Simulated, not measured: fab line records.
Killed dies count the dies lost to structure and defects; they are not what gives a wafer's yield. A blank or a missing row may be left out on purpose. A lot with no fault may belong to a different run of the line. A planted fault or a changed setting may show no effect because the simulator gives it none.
Matching of chambers -- flow sky130 -- SKY_METAL3_ETCH_17 on rieDiel-02: 4 sister chambers
The step etches SiO2 in C4F8/O2/Ar, stops on TiN, time 3.9 s, target depth 15 nm. 7 wafers are shown with their chamber, then 7 later ones without.

WAFERS WITH THEIR CHAMBER
wafer,chamber,chamberPressureMTorr (mTorr),biasW (W)
L191.4,0,40.03,1201
L209.6,1,39.98,1201
L210.2,2,39.96,1203
L210.3,1,40.05,1196
L210.5,3,40.04,1205
L211.1,2,39.98,1205
L211.2,3,40.02,1198

WAFERS WITHOUT THEIR CHAMBER
wafer,chamberPressureMTorr (mTorr),biasW (W)
L211.5,39.97,1199
L213.3,39.99,1196
L213.4,39.99,1199
L213.5,40.02,1207
L214.2,39.99,1196
L214.3,40.03,1199
L214.4,40.03,1196

EACH ONE'S CHAMBER
wafer,from the rows above,in truth
L211.5,can't be placed: 2 or 1 or 0 or 3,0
L213.3,can't be placed: 1 or 0 or 3 or 2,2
L213.4,can't be placed: 1 or 0 or 3 or 2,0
L213.5,can't be placed: 3 or 0 or 2 or 1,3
L214.2,can't be placed: 1 or 0 or 3 or 2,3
L214.3,can't be placed: 1 or 0 or 3 or 2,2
L214.4,can't be placed: 1 or 0 or 3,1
Correctly placed: 0 of 7. Can't be placed from these rows: 7 (the true chamber is among the candidates in 7). 0 placed wrongly.
How it was worked out, from the rows above alone: a wafer's distance from a chamber is the root of the sum, over the readings, of the square of ((its reading less the chamber's mean) divided by the reading's scatter). If the next closest chamber is less than 2 further off than the closest, the wafer can't be placed; otherwise it belongs to the closest. Each chamber's mean is taken over the wafers shown for it. The scatter is the square root of a quotient: the sum, over the shown wafers, of each reading's squared deviation from its chamber's mean, divided by wafers minus chambers.
